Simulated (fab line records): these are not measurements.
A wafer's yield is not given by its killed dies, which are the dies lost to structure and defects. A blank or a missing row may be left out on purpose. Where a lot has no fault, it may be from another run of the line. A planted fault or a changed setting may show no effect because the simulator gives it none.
fab line records    flow sky130
record lots=7  wafers=19  last-day=50
route steps=708 shown NWELL@59 PAD_OPEN@708
lots untouched by any fault: they come from a run of this same line in which no faults occurred
start-h: start of the lot's first displayed wafer, in hours after the record's first day    wait-h: hours elapsed since this lot's preceding step    " repeats the value in the row above    L1.1+2: one row covering several wafers at once    - no value present, or no start provided    * or withheld: withheld    < > ~ a bound
route shown NAME@n: a module of which the file shows steps, and the number in the route of the first    usual: average and standard deviation across the fault-free wafers    same: alike in all rows    chamber/n: place in a boat    sites: the reading at each site    _std_site: standard deviation of those values    _edge_site: outer sites' mean less inner sites'    radius-mm: for every site, how far away it sits from the centre of the wafer    mask NAME#n: copy n    behind: the last tool/chamber to shape the wafer    hold: reason for holding the lot/hours on hold/outcome of the hold    device: whichever transistor did not switch (one of n, p or np)    end of line: the route-end tests of the same wafers    where a step has no rows: the recipe by itself    killed: count of dies lost to structure and defects at first sort (not the wafer's yield)    map: per-die view of a wafer (x killed, . not killed, _ where there is no die)
set.NAME: setting as actually run; set.NAME@STEP: the setting as run at that earlier step    model.NAME: the simulator's own value behind a step, which no gauge read
lots at selected steps of the route; one table per step, one row per wafer
services: when a tool's chamber went out of use (start-h, in hours from the record's first day, below 0 if earlier), for how many hours, and the reason
## steps
# step SKY_NWELL_SOFTBAKE_06
# recipe temp-c=110  time-s=withheld
# step SKY_NWELL_EXPOSE_07
# recipe mask-id=NWM  na=0.6  source-shape=conventional  sigma-outer=0.6  polarization=unpolarized  target-cd-nm=840  dose-mj=255
# step SKY_NWELL_PEB_08
# recipe temp-c=115  time-s=withheld
# step SKY_NWELL_DEVELOP_09
# recipe wall-angle-deg=90  developer=TMAH  develop-time-s=60  dev-temp-c=23
# step SKY_NWELL_OVL_MEAS_10
# usual NWELL_00_OVL=-0.5/1.3
lot.wafer  tool        chamber  start-h  wait-h  NWELL_00_OVL[nm]
L392.2     overlay-02  -        97.52    -       -1.7
L392.3     "           -        "        "       0.6
L392.6     "           -        "        "       -0.5
L397.2     overlay-02  -        130.58   -       -1.2
L397.3     "           -        "        "       1.4
L396.2     overlay-02  -        131.47   -       0.2
L396.3     "           -        "        "       1.4
L396.4     "           -        "        "       -0.9
L400.2     overlay-02  -        145.62   -       -2.9
L400.6     "           -        "        "       -4.0
L411.1     overlay-02  -        206.05   -       -1.5
L411.2     "           -        "        "       -1.7
L411.3     "           -        "        "       -1.0
L412.2     overlay-02  -        216.26   -       -1.6
L412.3     "           -        "        "       -0.2
L412.5     "           -        "        "       -1.1
L413.3     overlay-01  -        221.73   -       0.1
L413.5     "           -        "        "       -1.8
L413.6     "           -        "        "       -1.7
# step SKY_NWELL_IMPLANT_11
# recipe species=P  energy-kev=400  dose-cm2=1.9e+13  tilt-deg=withheld
# step SKY_NWELL_IMPLANT_12
# recipe species=P  energy-kev=120  dose-cm2=1.3e+12  tilt-deg=withheld
# step SKY_NWELL_IMPLANT_13
# recipe species=P  energy-kev=50  dose-cm2=7e+11  tilt-deg=withheld
# step SKY_NWELL_STRIP_14
# recipe chemistry=O2/N2  power-w=1400  pressure-mtorr=1500  platen-temp-c=withheld  o2-flow-sccm=3000  n2-flow-sccm=300  overash-fraction=0.5
# usual drypump-motor-current-A=5.4/0.41  n2-flow-sccm=300.0/0.89  oes-product-au=0.722/0.0048  strip-time-to-endpoint-s=36.89/0.11
lot.wafer  tool             chamber  start-h  wait-h  drypump-motor-current-A  n2-flow-sccm  oes-product-au  rf-hours-counter-h  strip-time-to-endpoint-s
L392.2     plasma-asher-02  1        98.00    0.1     4.7                      299.1         0.733           28                  36.82
L392.3     "                1        "        "       4.7                      299.5         0.716           -                   36.77
L392.6     "                0        "        "       5.8                      299.8         0.720           -                   36.84
L397.2     plasma-asher-01  0        131.06   0.1     5.6                      299.8         0.721           44                  36.78
L397.3     "                1        "        "       5.5                      298.7         0.726           -                   36.83
L396.2     plasma-asher-02  1        131.95   0.1     4.7                      302.5         0.721           32                  36.96
L396.3     "                0        "        "       5.8                      300.1         0.726           -                   36.93
L396.4     "                1        "        "       4.7                      299.6         0.723           -                   37.02
L400.2     plasma-asher-02  0        146.10   0.1     5.8                      300.2         0.725           33                  36.78
L400.6     "                0        "        "       5.8                      300.5         0.721           -                   36.74
L411.1     plasma-asher-02  1        206.54   0.1     4.7                      300.2         0.711           39                  37.04
L411.2     "                0        "        "       5.8                      299.3         0.722           39                  37.09
L411.3     "                0        "        "       5.8                      299.5         0.724           -                   37.05
L412.2     plasma-asher-01  0        216.74   0.1     5.6                      299.9         0.721           53                  36.84
L412.3     "                1        "        "       5.5                      298.6         0.721           -                   36.77
L412.5     "                0        "        "       5.6                      299.5         0.714           -                   36.85
L413.3     plasma-asher-01  0        222.24   0.1     5.5                      300.8         0.719           -                   36.78
L413.5     "                0        "        "       5.6                      300.2         0.716           -                   36.87
L413.6     "                1        "        "       5.6                      301.1         0.723           -                   36.88
# step SKY_NWELL_TW_MEAS_15
# usual NWELL_TW=1809/11
lot.wafer  tool           chamber  start-h  wait-h  NWELL_TW
L392.2     film-metro-03  -        98.11    0.1     1824
L392.3     "              -        "        "       1817
L392.6     "              -        "        "       1816
L397.2     film-metro-04  -        131.17   0.1     1821
L397.3     "              -        "        "       1826
L396.2     film-metro-04  -        132.06   0.1     1812
L396.3     "              -        "        "       1807
L396.4     "              -        "        "       1811
L400.2     film-metro-04  -        146.21   0.1     1807
L400.6     "              -        "        "       1800
L411.1     film-metro-02  -        206.64   0.1     1792
L411.2     "              -        "        "       1794
L411.3     "              -        "        "       1794
L412.2     film-metro-04  -        216.85   0.1     1810
L412.3     "              -        "        "       1817
L412.5     "              -        "        "       1809
L413.3     film-metro-02  -        222.33   0.1     1802
L413.5     "              -        "        "       1788
L413.6     "              -        "        "       1798
# step SKY_NWELL_DEHYDRATE_16
# recipe temp-c=200  time-s=60
# step SKY_NWELL_HMDS_17
# recipe prime-time-s=60  prime-temp-c=120
# step SKY_NWELL_COAT_18
# recipe spin-rpm=2000  resist-thk-nm=3000
lot.wafer   tool            chamber  start-h  wait-h  model.coat_of_NWELL_COAT_18.thk-nm
L392.2      litho-track-04  0        106.88   0.1     3014
L392.3      "               0        "        "       3009
L392.6      "               0        "        "       3005
L397.2      litho-track-04  0        140.13   0.1     2887
L397.3      "               0        "        "       3007
L396.2      litho-track-04  0        140.78   0.1     2877
L396.3      "               0        "        "       3004
L396.4      "               0        "        "       2994
L400.2      litho-track-04  0        155.98   0.1     2874
L400.6      "               0        "        "       2872
L411.1      litho-track-03  0        217.52   0.1     2998
L411.2      "               0        "        "       2999
L411.3      "               0        "        "       3002
L412.2+3    litho-track-04  0        227.43   0.1     3011
L412.5      "               0        "        "       3008
L413.3+5+6  litho-track-04  0        232.60   0.1     3014
# step SKY_NWELL_SOFTBAKE_19
# recipe temp-c=110  time-s=withheld
# step SKY_NWELL_EXPOSE_20
# recipe mask-id=NWM_COMPLEMENT  na=0.6  source-shape=conventional  sigma-outer=0.6  polarization=unpolarized  target-cd-nm=840  dose-mj=260
# step SKY_NWELL_PEB_21
# recipe temp-c=115  time-s=withheld
# step SKY_NWELL_DEVELOP_22
# recipe wall-angle-deg=90  developer=TMAH  develop-time-s=60  dev-temp-c=23
lot.wafer   tool            chamber  start-h  wait-h  model.coat_of_NWELL_COAT_18.thk-nm
L392.2      litho-track-02  0        -        -       3009
L392.3      "               0        "        "       3005
L392.6      "               0        "        "       3000
L397.2      litho-track-02  0        -        -       2883
L397.3      "               0        "        "       3003
L396.2      litho-track-04  0        -        -       2873
L396.3      "               0        "        "       3000
L396.4      "               0        "        "       2989
L400.2      litho-track-03  0        -        -       2870
L400.6      "               0        "        "       2868
L411.1      litho-track-02  0        -        -       2994
L411.2      "               0        "        "       2995
L411.3      "               0        "        "       2998
L412.2+3    litho-track-04  0        -        -       3007
L412.5      "               0        "        "       3004
L413.3+5+6  litho-track-02  0        -        -       3010
# step SKY_NWELL_OVL_MEAS_23
# usual NWELL_01_OVL=-0.2/1.4
lot.wafer  tool        chamber  start-h  wait-h  NWELL_01_OVL[nm]
L392.2     overlay-01  -        116.67   -       -1.6
L392.3     "           -        "        "       -2.0
L392.6     "           -        "        "       -1.8
L397.2     overlay-02  -        150.07   -       -0.2
L397.3     "           -        "        "       -1.6
L396.2     overlay-01  -        150.81   -       -1.9
L396.3     "           -        "        "       -0.1
L396.4     "           -        "        "       -0.4
L400.2     overlay-02  -        165.98   -       -0.9
L400.6     "           -        "        "       0.4
L411.1     overlay-02  -        228.62   -       0.1
L411.2     "           -        "        "       0.5
L411.3     "           -        "        "       -2.3
L412.2     overlay-01  -        238.06   -       -0.1
L412.3     "           -        "        "       -2.7
L412.5     "           -        "        "       0.9
L413.3     overlay-02  -        243.73   -       2.3
L413.5     "           -        "        "       0.5
L413.6     "           -        "        "       1.0
# step SKY_NWELL_IMPLANT_24
# recipe species=B  energy-kev=140  dose-cm2=9.2e+12  tilt-deg=withheld
# step SKY_NWELL_STRIP_25
# recipe chemistry=O2/N2  power-w=1400  pressure-mtorr=1500  platen-temp-c=withheld  o2-flow-sccm=3000  n2-flow-sccm=300  overash-fraction=0.5
# usual drypump-motor-current-A=5.5/0.35  n2-flow-sccm=300.1/0.9  oes-product-au=0.723/0.0048  strip-time-to-endpoint-s=36.94/0.094
lot.wafer  tool             chamber  start-h  wait-h  drypump-motor-current-A  n2-flow-sccm  oes-product-au  rf-hours-counter-h  strip-time-to-endpoint-s
L392.2     plasma-asher-01  0        116.85   0.1     5.6                      300.4         0.714           43                  37.07
L392.3     "                1        "        "       5.5                      299.3         0.723           -                   37.01
L392.6     "                0        "        "       5.5                      299.3         0.725           -                   36.94
L397.2     plasma-asher-04  0        150.25   0.1     5.8                      299.6         0.729           3                   35.61
L397.3     "                1        "        "       5.4                      301.1         0.729           -                   37.01
L396.2     plasma-asher-01  1        150.99   0.1     5.6                      298.0         0.732           46                  35.49
L396.3     "                0        "        "       5.6                      301.2         0.724           -                   36.95
L396.4     "                1        "        "       5.5                      298.9         0.729           -                   36.83
L400.2     plasma-asher-02  0        166.16   0.1     5.8                      299.4         0.719           35                  35.46
L400.6     "                0        "        "       5.8                      299.4         0.727           -                   35.40
L411.1     plasma-asher-01  1        228.80   0.1     5.5                      300.3         0.725           54                  36.89
L411.2     "                0        "        "       5.6                      299.8         0.721           54                  36.92
L411.3     "                1        "        "       5.6                      300.7         0.713           -                   36.94
L412.2     plasma-asher-01  1        238.24   0.1     5.5                      299.7         0.717           55                  37.03
L412.3     "                1        "        "       5.5                      298.5         0.714           -                   37.04
L412.5     "                0        "        "       5.5                      299.3         0.716           -                   36.99
L413.3     plasma-asher-01  1        243.93   0.1     5.5                      300.5         0.726           -                   37.07
L413.5     "                0        "        "       5.6                      300.1         0.730           -                   37.08
L413.6     "                1        "        "       5.5                      300.5         0.720           -                   37.08
# step SKY_NWELL_TW_MEAS_26
# usual NWELL_2_TW=494/3.2
lot.wafer  tool           chamber  start-h  wait-h  NWELL_2_TW
L392.2     film-metro-02  -        116.96   0.1     490
L392.3     "              -        "        "       490
L392.6     "              -        "        "       491
L397.2     film-metro-02  -        150.36   0.1     490
L397.3     "              -        "        "       488
L396.2     film-metro-03  -        151.10   0.1     497
L396.3     "              -        "        "       493
L396.4     "              -        "        "       494
L400.2     film-metro-03  -        166.27   0.1     497
L400.6     "              -        "        "       495
L411.1     film-metro-02  -        228.90   0.1     486
L411.2     "              -        "        "       491
L411.3     "              -        "        "       490
L412.2     film-metro-03  -        238.35   0.1     497
L412.3     "              -        "        "       494
L412.5     "              -        "        "       497
L413.3     film-metro-03  -        244.02   0.1     498
L413.5     "              -        "        "       497
L413.6     "              -        "        "       496
# step SKY_PAD_OPEN_PROBE_99
# usual killed_at_M0_to_M3=44/7  killed_at_M4_up=3.0/1.7  killed-at-contacts=24/5.2  killed-at-front-end=15/4.8  killed-at-other=0.2/0.56  killed-dies=86/9.7  killed-on-rim=17/4.1  killed-open=47/7.1  killed-short=39/6.3
# same gross-dies=492  killed-at-back-side=0
lot.wafer  tool       chamber  start-h  wait-h  killed_at_M0_to_M3  killed_at_M4_up  killed-at-contacts  killed-at-front-end  killed-at-other  killed-dies  killed-on-rim  killed-open  killed-short
L392.2     prober-01  -        1088.27  0.1     49                  3                26                  13                   0                91           18             43           48
L392.3     prober-01  -        1088.32  0.2     34                  0                24                  12                   0                70           17             43           27
L392.6     prober-01  -        1088.47  0.2     42                  2                27                  14                   0                85           9              43           41
L397.2     prober-02  -        1127.93  0.1     46                  4                32                  15                   0                97           20             45           52
L397.3     prober-02  -        1127.98  0.2     37                  4                30                  14                   0                85           19             42           43
# killed by level:class
L392.2 CONTACT:geometric-particle:open=10 METAL1:geometric-particle:short=8 VIA2:geometric-particle:open=7 VIA1:geometric-particle:open=7 METAL2:geometric-particle:short=7 VIA1:geometric-particle:short=6 VIA2:geometric-particle:short=6 LI_CONTACT:geometric-particle:open=5
L392.3 CONTACT:geometric-particle:open=11 VIA2:geometric-particle:open=7 FIELD_ISO:geometric-particle:open=6 VIA1:geometric-particle:open=6 LOCAL_INTERCONNECT:geometric-particle:short=5 METAL1:geometric-particle:short=5 VIA3:geometric-particle:open=5 LI_CONTACT:geometric-particle:short=3
L392.6 CONTACT:geometric-particle:open=13 VIA3:geometric-particle:open=7 LOCAL_INTERCONNECT:geometric-particle:short=7 METAL1:geometric-particle:short=7 VIA2:geometric-particle:open=7 FIELD_ISO:geometric-particle:short=5 VIA1:geometric-particle:open=5 VIA3:geometric-particle:short=4
L397.2 CONTACT:geometric-particle:open=10 LI_CONTACT:geometric-particle:short=9 VIA1:geometric-particle:short=9 VIA1:geometric-particle:open=9 METAL3:geometric-particle:short=7 CONTACT:geometric-particle:short=6 METAL1:geometric-particle:short=6 VIA2:geometric-particle:open=6
L397.3 CONTACT:geometric-particle:open=14 VIA1:geometric-particle:open=11 METAL2:geometric-particle:short=7 LOCAL_INTERCONNECT:geometric-particle:short=6 CONTACT:geometric-particle:short=6 FIELD_ISO:geometric-particle:short=5 POLY_GATE:geometric-particle:short=5 VIA1:geometric-particle:short=5
## services
tool             chamber  start-h  hours  kind
plasma-asher-04  -        108.75   9.0    pm
plasma-asher-04  0        108.75   9.0    vent-cycle
plasma-asher-04  1        108.75   9.0    vent-cycle
plasma-asher-04  0        117.75   -      clean
plasma-asher-04  1        117.75   -      clean
plasma-asher-04  -        127.10   0.7    repair
plasma-asher-02  -        168.05   1.7    repair
plasma-asher-02  -        178.86   1.6    repair
## key
first-sign step=SKY_NWELL_STRIP_25  reading=strip-time-to-endpoint-s  direction=down  sigmas=15  usual=*  struck=*
effect none on later readings
model-effect step=SKY_NWELL_COAT_18  value=coat_of_NWELL_COAT_18.thk-nm  without=3000  struck=2878
model-effect step=SKY_NWELL_DEVELOP_22  value=coat_of_NWELL_COAT_18.thk-nm  without=2996  struck=2873
met-at SKY_NWELL_COAT_18
struck-wafers L396.2,L397.2,L400.2,L400.6
tester-left-out L396,L397,L400
onset-between 106.88 140.13
fault kind=process-parameter-drift  tool=litho-track-04  chamber=-  onset-h=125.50  steps=SKY_NWELL_COAT_18  channel=resist-thk-nm  offset=-122.3  shape=step  end-h=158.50  scope=struck-wafers-only  acts-in=these-recipes-only  stated=3000
# tester-left-out: of these lots the tester's yield and bins aren't shown, on N5 and GAA mostly nor the transistor test; their killed dies are dies lost to structure and defects alone, not to doping, threshold or leakage, so they don't give the yield
